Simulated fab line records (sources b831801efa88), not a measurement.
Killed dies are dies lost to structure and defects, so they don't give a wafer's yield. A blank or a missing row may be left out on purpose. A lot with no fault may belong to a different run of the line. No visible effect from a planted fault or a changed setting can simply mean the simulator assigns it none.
Which tool was responsible? ; flow gf180mcu ; Sampling: 13 lots, 39 wafers, 6 of 602 route steps

== WHAT THE GAUGES SHOWED, per wafer ==
GF_POLY_GATE_THK_MEAS_01.
lot;measured;on;POLY_GATE_CVD_00_THK (nm)
L660;day 9 00:16;film metro-03;199.6 200.4 200.2
L664;day 10 06:55;film metro-03;199.6 200.0 198.9
L665;day 10 10:50;film metro-02;199.0 200.2 199.7
L666;day 10 18:37;film metro-02;200.8 198.5 200.1
L667;day 11 01:02;film metro-02;198.6 199.0 199.3
L671;day 12 11:37;film metro-04;198.7 200.1 199.6
L673;day 13 02:25;film metro-02;197.8 196.9 198.1
L674;day 13 06:11;film metro-02;199.2 199.2 199.8
L676;day 13 21:25;film metro-04;195.8 196.9 197.0
L677;day 14 02:55;film metro-03;198.1 199.3 197.8
L679;day 14 12:50;film metro-04;198.3 198.8 199.0
L680;day 14 18:04;film metro-02;200.0 199.4 201.2
L681;day 15 03:47;film metro-04;199.8 202.1 199.6

GF_HV_LDD_CD_MEAS_07: the cd target is 400 nm.
lot;measured;on;cd nm (nm)
L660;day 10 11:42;cd sem-02;401.0 400.8 400.3
L664;day 11 22:07;cd sem-02;403.7 402.6 401.8
L665;day 12 01:46;cd sem-02;- - -
L666;day 12 11:12;cd sem-02;- - -
L667;day 12 17:01;cd sem-01;- - -
L671;day 14 07:41;cd sem-01;395.6 396.8 396.6
L673;day 14 21:00;cd sem-01;402.5 401.9 401.2
L674;day 15 02:25;cd sem-01;405.3 401.1 403.1
L676;day 15 18:46;cd sem-01;401.3 402.1 402.3
L677;day 15 23:46;cd sem-02;402.3 403.8 405.3
L679;day 16 11:25;cd sem-01;398.9 402.5 401.1
L680;day 16 15:33;cd sem-02;399.7 400.6 400.1
L681;day 17 01:10;cd sem-01;398.8 399.6 399.0

GF_HV_LDD_OVL_MEAS_20.
lot;measured;on;HV_LDD_01_OVL (nm)
L660;day 11 06:28;overlay-02;-0.9 -0.4 0.3
L664;day 12 18:06;overlay-02;1.3 -0.3 0.0
L665;day 12 21:31;overlay-01;-1.2 0.0 -0.2
L666;day 13 06:41;overlay-02;-1.8 -2.0 -2.3
L667;day 13 12:41;overlay-02;0.4 -1.1 -2.1
L671;day 15 05:34;overlay-01;0.4 -1.5 -0.3
L673;day 15 19:29;overlay-01;-1.3 -0.5 -0.8
L674;day 16 00:44;overlay-01;1.7 1.6 1.1
L676;day 16 18:02;overlay-02;1.0 1.2 0.3
L677;day 16 22:41;overlay-02;-1.4 1.0 0.1
L679;day 17 10:14;overlay-02;-0.2 -2.5 0.2
L680;day 17 13:49;overlay-02;-1.0 -1.9 -3.2
L681;day 18 00:25;overlay-02;-0.4 -0.4 -1.4

GF_HV_LDD_TW_MEAS_23.
lot;measured;on;HV_LDD_2_TW
L660;day 11 06:46;film metro-01;1041 1042 1033
L664;day 12 18:23;film metro-03;1083 1077 1077
L665;day 12 21:49;film metro-04;2482 2498 2486 2491 2484 2494
L666;day 13 06:59;film metro-01;2425 2436 2432 2432 2431 2423
L667;day 13 12:58;film metro-01;2427 2437 2436 2430 2430 2427
L671;day 15 05:52;film metro-01;1038 1035 1032
L673;day 15 19:47;film metro-03;1073 1069 1072
L674;day 16 01:02;film metro-03;1074 1073 1078
L676;day 16 18:19;film metro-04;1072 1072 1075
L677;day 16 22:58;film metro-03;1080 1075 1075
L679;day 17 10:31;film metro-01;1035 1035 1033
L680;day 17 14:07;film metro-03;1073 1074 1076
L681;day 18 00:42;film metro-01;1039 1033 1038

== EACH LOT AND THE TOOL THAT RAN IT (in order: tool; ch and the chambers of the sampled wafers; start) ==
lot;GF_VT_IMPLANT_RTA_45;GF_HV_LDD_COAT_02
L660;rtp anneal-01 ch 0, day 8 01:25;litho track-03 ch 0, day 10 03:13
L664;rtp anneal-02 ch 0, day 9 06:56;litho track-02 ch 0, day 11 12:49
L665;rtp anneal-01 ch 0, day 9 10:10;litho track-03, day 11 16:10
L666;rtp anneal-01 ch 0, day 9 19:44;litho track-02, day 12 01:39
L667;rtp anneal-02 ch 0, day 10 01:29;litho track-03, day 12 06:51
L671;rtp anneal-02 ch 0, day 11 10:59;litho track-02 ch 0, day 13 20:49
L673;rtp anneal-01 ch 0, day 12 00:40;litho track-01 ch 0, day 14 10:12
L674;rtp anneal-01 ch 0, day 12 04:40;litho track-01 ch 0, day 14 16:09
L676;rtp anneal-02 ch 0, day 12 19:34;litho track-02 ch 0, day 15 07:37
L677;rtp anneal-02 ch 0, day 13 01:00;litho track-03 ch 0, day 15 12:43
L679;rtp anneal-01 ch 0, day 13 09:08;litho track-03 ch 0, day 16 00:03
L680;rtp anneal-01 ch 0, day 13 15:52;litho track-02 ch 0, day 16 04:27
L681;rtp anneal-02 ch 0, day 14 00:37;litho track-03 ch 0, day 16 14:16
- GF_VT_IMPLANT_RTA_45: time 30 s.
- GF_HV_LDD_COAT_02: resist thk 1000 nm.

== WHAT THE TOOLS THEMSELVES READ (means of the sampled wafers that have a number; where no wafer has one, the mark that the record gives instead) ==
GF_VT_IMPLANT_RTA_45.
lot;tool;chamber o2 ppm;lamp power pct (%);wafer_temp_C_max
L660;rtp anneal-01;1.986;33.0;1056.9
L664;rtp anneal-02;2.007;38.7;1056.5
L665;rtp anneal-01;2.018;33.0;1056.8
L666;rtp anneal-01;1.989;33.0;1057.8
L667;rtp anneal-02;1.981;38.6;1055.7
L671;rtp anneal-02;2.004;38.6;1055.6
L673;rtp anneal-01;1.993;33.0;1057.4
L674;rtp anneal-01;1.971;33.0;1056.6
L676;rtp anneal-02;2.012;38.6;1056.1
L677;rtp anneal-02;2.011;38.7;1055.6
L679;rtp anneal-01;1.997;33.1;1057.0
L680;rtp anneal-01;2.009;33.0;1055.8
L681;rtp anneal-02;1.989;38.6;1056.7

GF_HV_LDD_COAT_02.
lot;tool;chill plate temp C (C);dispense pressure kPa (kPa)
L660;litho track-03;22.92;50.4
L664;litho track-02;22.88;51.8
L665;litho track-03;-;-
L666;litho track-02;-;-
L667;litho track-03;-;-
L671;litho track-02;23.13;51.7
L673;litho track-01;22.93;53.1
L674;litho track-01;22.92;53.0
L676;litho track-02;23.00;51.8
L677;litho track-03;22.90;50.4
L679;litho track-03;23.00;50.5
L680;litho track-02;23.02;51.8
L681;litho track-03;22.90;50.5

== THE ANSWER, worked out from the rows above alone ==
Rule: the lots themselves supply what counts as usual. The widest of any qualifying gaps counts: lots, ordered by their means at a reading, are off when they make up no more than a third of the lots, leave a main group of 4 or more, and stand apart from it by 3 or more times the standard deviation of that group's means. The tables above print the reading to a certain number of digits; a main group whose means all agree to those digits is not used. A lot without any number at a reading at which 4 lots or more have one is off too. Where the step has rows for the other lots, those lots are counted as sound. Order of review: gauges by route order, followed by the tools' own readings, for which a lot's mean as printed above is used. The first step at which some lot is off is used, and at that step the reading that is off furthest; a lot without a number counts as furthest.
Off, at GF_HV_LDD_CD_MEAS_07 on cd nm: L665, L666, L667. Without a number there: L665, L666, L667. The main group: mean 401.1 nm, standard deviation 2.1.
A tool fits if, at a process step before that reading, it ran every lot that is off, and no sound lot after the first of them. Not tried: the gauges at GF_HV_LDD_CD_MEAS_07; whatever is off there is also off at GF_HV_LDD_TW_MEAS_23, on other tools, and gauge error can't account for it. Not one of the candidates tried fits.

== WHAT THE SIMULATOR HAD PUT IN ==
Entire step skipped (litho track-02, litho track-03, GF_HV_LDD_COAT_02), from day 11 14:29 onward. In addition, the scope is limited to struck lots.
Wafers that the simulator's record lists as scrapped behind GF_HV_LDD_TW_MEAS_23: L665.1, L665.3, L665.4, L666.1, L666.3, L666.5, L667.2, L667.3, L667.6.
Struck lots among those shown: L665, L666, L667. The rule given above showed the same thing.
